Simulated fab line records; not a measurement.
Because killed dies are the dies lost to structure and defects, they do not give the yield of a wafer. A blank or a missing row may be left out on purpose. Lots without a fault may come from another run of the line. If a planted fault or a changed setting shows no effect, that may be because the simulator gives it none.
What tool caused it? | flow sky130 | at 1 step of a route of 708, 12 lots with 36 wafers sampled

WHAT THE GAUGES SHOWED, per wafer
SKY_FIELD_ISO_CD_MEAS_13 targets a cd of 150 nm. Usual: cd-nm reads 150.0 nm (standard deviation 1.6).
lot  | measured    | on        | cd-nm (nm)        | flag
L720 | day 2 09:13 | cd-sem-02 | 149.7 147.8 147.7 |
L722 | day 2 15:14 | cd-sem-01 | 150.3 149.4 147.6 |
L723 | day 2 19:14 | cd-sem-01 | 148.2 148.8 149.1 |
L725 | day 3 05:42 | cd-sem-01 | 149.9 149.5 149.1 |
L726 | day 3 12:04 | cd-sem-02 | 151.4 150.3 152.4 |
L727 | day 3 19:16 | cd-sem-02 | 148.0 150.1 150.6 |
L728 | day 3 22:08 | cd-sem-02 | 149.8 150.3 150.2 |
L729 | day 4 02:46 | cd-sem-02 | 151.6 149.5 149.5 |
L730 | day 4 04:54 | cd-sem-01 | 152.1 150.9 152.0 |
L736 | day 5 16:17 | cd-sem-02 | 148.3 148.2 149.1 |
L738 | day 6 02:56 | cd-sem-02 | 152.1 152.9 152.7 |
L742 | day 6 23:15 | cd-sem-01 | 147.2 147.7 147.8 |

EACH LOT AND THE TOOL THAT RAN IT (in order: tool; ch and the chambers of the sampled wafers; start)
Record: no process step prior to these readings.

WHAT THE TOOLS THEMSELVES READ (means of the sampled wafers that have a number; where no wafer has one, the mark that the record gives instead)
The record holds no such reading with a usual standard deviation.

THE ANSWER, worked out from the rows above alone
Rule: lot off if the mean of its wafers having a number is beyond 3 standard deviations from the usual mean. Also off: a lot with no number at a reading for which 4 or more lots have one. All remaining lots with rows at the step are treated as sound. After the gauges, taken in route order, come the tools' own readings; for these a lot's mean is taken, as printed above. At the first step where some lot is off, the reading lying furthest off is the one used; lots without a number count as furthest.
Nothing can be told from this: no lot is off at any reading shown.

WHAT WAS PUT IN BY THE SIMULATOR
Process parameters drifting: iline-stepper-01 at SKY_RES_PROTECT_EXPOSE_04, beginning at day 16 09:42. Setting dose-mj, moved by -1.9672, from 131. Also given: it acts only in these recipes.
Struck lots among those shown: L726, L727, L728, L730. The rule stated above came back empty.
